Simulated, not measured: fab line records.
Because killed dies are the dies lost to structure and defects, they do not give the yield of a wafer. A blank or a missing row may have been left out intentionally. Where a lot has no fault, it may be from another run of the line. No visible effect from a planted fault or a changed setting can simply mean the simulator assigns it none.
8D (eight disciplines) problem report, filled in by code -- flow sky130 -- the parts of the form that need people (team, actions taken, sign-off) are left out

== 1. THE ISSUE ==
Mean SONOS_ONO_CVD_04_THK at SKY_SONOS_ONO_THK_MEAS_05: 6.79 nm over 9 wafers in 3 lots; fault-free wafers: 5.77 nm, standard deviation 0.11. Measured from the usual mean, that is +9.3 standard deviations.
Earliest sighting: wafer L717.1 on film-metro-04 at day 18 11:19. The record holds 39 wafers of 13 lots with a number at this step. Rule for "out" (also "out of limits"): further than 4 standard deviations from the usual mean. The rest of the wafers with a number are treated as sound.

== 2. WHAT IT IS; WHAT IT IS NOT ==
question,is,is not
which readings at this step,SONOS_ONO_CVD_04_THK,-
which lots,"L717, L718, L719","L696, L697, L698, L701, L702, L704, L706, L708, L709, L712"
which wafers of those lots,all that have a number,-
read on which gauges,"film-metro-02, film-metro-04",film-metro-01
when,from day 18 11:19,up to then (30 sound wafers)

== 3. THE SUSPECTS, EACH WITH WHAT RULES IT OUT ==
Counting: a tool at any process step up to the reading remains a suspect when it ran all the lots that are out and ran no sound lot after the first of those.
- the gauge at SKY_SONOS_ONO_THK_MEAS_05 is ruled out. Those wafers that are out were read across 2 gauges (film-metro-02, film-metro-04).
- lpcvd-03 at SKY_SONOS_ONO_CVD_04 (deposits SiO2 from SiH4/N2O, target thk 5.7199 nm): kept. Every lot that is out went through it, starting with L717 (day 18 10:04), and after that it ran no sound lot; the last sound lot it ran before then is L712 (day 16 16:49).
After counting, what remains is lpcvd-03 at SKY_SONOS_ONO_CVD_04.

== 4. THE CAUSE (what the simulator had put in) ==
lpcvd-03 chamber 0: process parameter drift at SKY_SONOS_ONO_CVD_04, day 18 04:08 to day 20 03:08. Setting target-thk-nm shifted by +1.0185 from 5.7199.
Only this tool survived the counting.

== 5. SEQUENCE OF EFFECTS, ordered by route ==
Each row: a reading where the mean over the struck wafers with a number is more than 3 standard deviations away from the usual. Only readings for which the record gives a usual standard deviation are gone through. hours: the time from each lot's start at the first step in this table that gives one to its start at this step, as a median over the lots. sigmas: the change in usual standard deviations.
hours,step,reading,usual,on struck wafers,change,sigmas
0,SKY_SONOS_ONO_THK_MEAS_05,SONOS_ONO_CVD_04_THK,5.77 nm,6.79,+1.02,+9.3

== 6. WHAT WOULD HAVE CAUGHT IT SOONER ==
Counted from the fault's start at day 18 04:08, it took 7 hours until the first out-of-limits reading at a measuring or inspecting step in this record, taken at day 18 11:19.
Tool readings at SKY_SONOS_ONO_CVD_04 with a usual standard deviation given in the record: none out on any struck wafer, hence no alarm at a limit of 4 standard deviations on them.
Among the 3 lots that are out, L718, L719 began SKY_SONOS_ONO_CVD_04 on lpcvd-03 after day 18 11:19. A hold on the tool at that time would have spared those 2.
